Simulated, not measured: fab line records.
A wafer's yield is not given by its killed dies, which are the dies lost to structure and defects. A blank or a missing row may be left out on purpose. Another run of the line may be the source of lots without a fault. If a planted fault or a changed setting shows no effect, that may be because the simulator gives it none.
One fault through the eyes of 2 desks    flow gf180mcu    each desk holds nothing but its own numbers, with what lay behind them at the end

## AT THE METROLOGY DESK
Means of the sampled wafers that have a number, per lot and without regard to the tool the lot ran on: this is what the gauges read. Marked OUT: a lot whose mean sits more than 4 standard deviations from the usual mean, which makes it out of limits; the brackets give that distance.
Columns: A = SAB_OVL at GF_SAB_OVL_MEAS_10, usual 0.2 nm; B = SALICIDE_TIN_RS at GF_SALICIDE_RS_MEAS_04, usual 16.17 ohm/sq; C = SALICIDE_TIN_THK at GF_SALICIDE_THK_MEAS_05, usual 20.09 nm
lot   first seen here  A     B      C
L478  day 18 15:47     -0.0  16.09  20.61
L479  day 19 06:44     -1.8  16.28  20.01
L480  day 19 14:41     0.9   16.13  19.43
L482  day 20 02:29     -1.1  16.72  19.90
L489  day 22 10:23     0.9   16.21  20.01
L492  day 23 11:02     -0.7  16.00  20.37
L493  day 23 20:53     -1.2  16.37  20.44
This desk's verdict: no lot among the 7 shows anything out of limits.

## FOR THE TOOL OWNER'S DESK: rtp anneal-02
At GF_SALICIDE_RTA_08 (time 30 s), the tool's own readings, given per lot that ran on this tool as the mean of the sampled wafers with a number. Marked OUT: a lot whose mean sits more than 4 standard deviations from the usual mean, which makes it out of limits; the brackets give that distance.
Columns: A = lamp power pct at GF_SALICIDE_RTA_08, usual 16.38 %; B = wafer_temp_C_max at GF_SALICIDE_RTA_08, usual 804.2
lot   first seen here  A                B
L478  day 18 16:35     13.02 (-15) OUT  735.6 (-62) OUT
L479  day 19 07:32     13.03 (-15) OUT  734.8 (-63) OUT
L480  day 19 15:29     13.04 (-15) OUT  736.7 (-61) OUT
L492  day 23 11:50     16.15            805.6
This desk's finding: out of limits on L478, L479, L480; first on L478, day 18 16:35 (lamp power pct at GF_SALICIDE_RTA_08). Within limits: L492.

## PUT TOGETHER
On L478, L479, L480, at day 18 16:35, an alarm was possible from the tool owner's desk.
At the metrology desk, nothing out of limits was observed.
The metrology desk holds a record of L478, L479, L480, inside its limits.
GF_SALICIDE_RTA_08 was run on rtp anneal-02 by each of the lots named.

## WHAT WAS PUT IN BY THE SIMULATOR
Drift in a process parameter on rtp anneal-02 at GF_SALICIDE_RTA_08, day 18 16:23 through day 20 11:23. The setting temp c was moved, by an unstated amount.
Shown lots that were struck: L478, L479, L480.
Each desk's first reading out of limits, in hours after the fault started: the tool owner's desk, 0.
